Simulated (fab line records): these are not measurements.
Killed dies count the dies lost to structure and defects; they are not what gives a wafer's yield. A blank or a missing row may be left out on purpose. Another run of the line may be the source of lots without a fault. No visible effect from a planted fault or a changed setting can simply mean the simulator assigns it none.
Struck lot and sound lot, side by side | flow sky130 | 15 steps out of a route of 708
Sound: the wafers L427.1, L427.3, L427.5. Struck: wafer L434.4. (L434.3 of the same lot was not struck and is left out.) The cause comes at the end.
Order at every step that has rows: each side's tool, ch and its chambers, its first start. Under that, the readings that differ: sound wafers | struck wafers | difference of the means | sigmas: that difference in standard deviations of wafers without a fault.
alike: readings with means less than 2 such deviations apart, plus words and numbers identical on both sides. not compared: withheld readings, readings lacking a value on some wafer, bounds such as >300 that could conceal the same value, and numbers that have no deviation in the record and whose values overlap.
The two part at a step that has a row with sigmas, a row that says differs or no value, or rows on one side only. Numbers that have no deviation but don't overlap get no sigmas and don't part them. A reading missing from all wafers of one side parts the sides only when that side holds two or more wafers.

SKY_LOCAL_INTERCONNECT_RS_MEAS_01: measures by four-point-probe.
  struck on film-metro-01, day 35 09:47; sound on film-metro-02, day 32 21:02
  alike: LOCAL_INTERCONNECT_TIN_RS
SKY_LOCAL_INTERCONNECT_THK_MEAS_02: measures by xrf.
  struck on film-metro-01, day 35 09:53; sound on film-metro-02, day 32 21:09
  alike: LOCAL_INTERCONNECT_TIN_THK
then, 8 steps without rows for these wafers: SKY_LOCAL_INTERCONNECT_DEHYDRATE_03 (time 60 s); SKY_LOCAL_INTERCONNECT_HMDS_04 (prime time 60 s); SKY_LOCAL_INTERCONNECT_COAT_05 (resist thk 60 nm); SKY_LOCAL_INTERCONNECT_COAT_06 (resist thk 450 nm); SKY_LOCAL_INTERCONNECT_SOFTBAKE_07 (time 90 s); SKY_LOCAL_INTERCONNECT_EXPOSE_08 (exposes mask LI1M, target cd 170 nm); SKY_LOCAL_INTERCONNECT_PEB_09; SKY_LOCAL_INTERCONNECT_DEVELOP_10 (develop time 60 s).
SKY_LOCAL_INTERCONNECT_CD_MEAS_11 targets a cd of 170 nm.
  struck on cd-sem-01, day 36 11:53; sound on cd-sem-01, day 33 22:50
  alike: cd-nm
SKY_LOCAL_INTERCONNECT_OVL_MEAS_12:
  struck on overlay-02, day 36 11:58; sound on overlay-01, day 33 22:58
  alike: LOCAL_INTERCONNECT_OVL
SKY_LOCAL_INTERCONNECT_ETCH_13: etches BARC in N2/H2, stops on SiO2, time 45.9 s, target depth 60 nm.
  sound on rie-metal-03 ch 0,1, day 33 23:00; struck on rie-metal-03 ch 0, day 36 12:02
  reading               | sound             | struck | difference | sigmas
  oes-product-au (a.u.) | 0.854 0.851 0.856 | 0.892  | +0.038     | +8
  run-length-s (s)      | 73.8 73.9 74.5    | 71.6   | -2.5       | -7
  alike: drypump-motor-current-A, n2-flow-sccm, throttle-valve-pct
  not compared: rf-fwd-power-W, rf-hours-counter-h
SKY_LOCAL_INTERCONNECT_METAL_ETCH_14: etches TiN in Cl2/BCl3, stops on PSG, target depth 110 nm, time 31.4 s.
  sound on rie-metal-03 ch 0,1, day 33 23:04; struck on rie-metal-03 ch 0, day 36 12:10
  alike: drypump-motor-current-A, oes-product-au, rf-fwd-power-W, run-length-s, throttle-valve-pct
  not compared: rf-hours-counter-h
SKY_PAD_OPEN_PROBE_99:
  rows exist in the record for the sound wafers here (prober-02, day 48 10:37), none for the struck ones

== WHERE THEY PART ==
At SKY_LOCAL_INTERCONNECT_ETCH_13 first; at SKY_PAD_OPEN_PROBE_99 last (within this record only).

WHY: the cause the simulator had injected
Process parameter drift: rie-metal-03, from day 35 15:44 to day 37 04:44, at SKY_LOCAL_INTERCONNECT_ETCH_13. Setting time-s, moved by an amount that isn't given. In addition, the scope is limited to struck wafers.
